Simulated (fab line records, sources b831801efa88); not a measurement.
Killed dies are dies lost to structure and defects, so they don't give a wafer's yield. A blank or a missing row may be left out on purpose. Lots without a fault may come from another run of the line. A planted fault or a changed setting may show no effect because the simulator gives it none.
Which tool did it? | flow gf180mcu | 12 lots, 36 wafers sampled, at 1 step of a route of 602

WHAT THE GAUGES READ, wafer by wafer
GF_V2_BOW_MEAS_05. Usual: V2_BOW 99 um, standard deviation 8.3.
lot  | measured     | on            | V2_BOW (um) | flag
L764 | day 19 04:26 | film_metro-04 | 107 111 101 |
L765 | day 19 13:17 | film_metro-04 | 103 101 93  |
L766 | day 20 05:25 | film_metro-01 | 113 103 114 |
L768 | day 20 20:40 | film_metro-01 | 94 90 90    |
L770 | day 21 09:14 | film_metro-03 | 94 84 75    |
L771 | day 22 03:38 | film_metro-01 | 115 101 101 |
L781 | day 25 08:19 | film_metro-03 | 89 86 95    |
L782 | day 25 15:02 | film_metro-03 | 81 75 88    |
L783 | day 25 22:02 | film_metro-04 | 96 113 98   |
L784 | day 26 08:10 | film_metro-03 | 114 102 100 |
L786 | day 26 18:48 | film_metro-01 | 101 101 96  |
L787 | day 27 10:47 | film_metro-04 | 106 107 108 |

WHICH TOOL RAN EACH LOT (tool, then ch and the chambers of the sampled wafers, then the start)
The record holds no process step before these readings.

WHAT THE TOOLS THEMSELVES READ (means of the sampled wafers that have a number; where no wafer has one, the mark that the record gives instead)
The record holds no such reading with a usual standard deviation.

THE ANSWER, worked out from the rows above alone
Rule: a lot is off if the mean of its wafers that have a number lies more than 3 standard deviations from the usual mean. A lot without any number at a reading at which 4 lots or more have one is off too. The other lots that the step has rows for count as sound. The gauges are gone through in route order, then the tools' own readings, and for those a lot's mean is taken as printed above. The first step at which some lot is off is used, and at that step the reading that is off furthest; a lot without a number counts as furthest.
No lot is off at any reading shown: from this, nothing can be told.

WHAT THE SIMULATOR HAD PUT IN
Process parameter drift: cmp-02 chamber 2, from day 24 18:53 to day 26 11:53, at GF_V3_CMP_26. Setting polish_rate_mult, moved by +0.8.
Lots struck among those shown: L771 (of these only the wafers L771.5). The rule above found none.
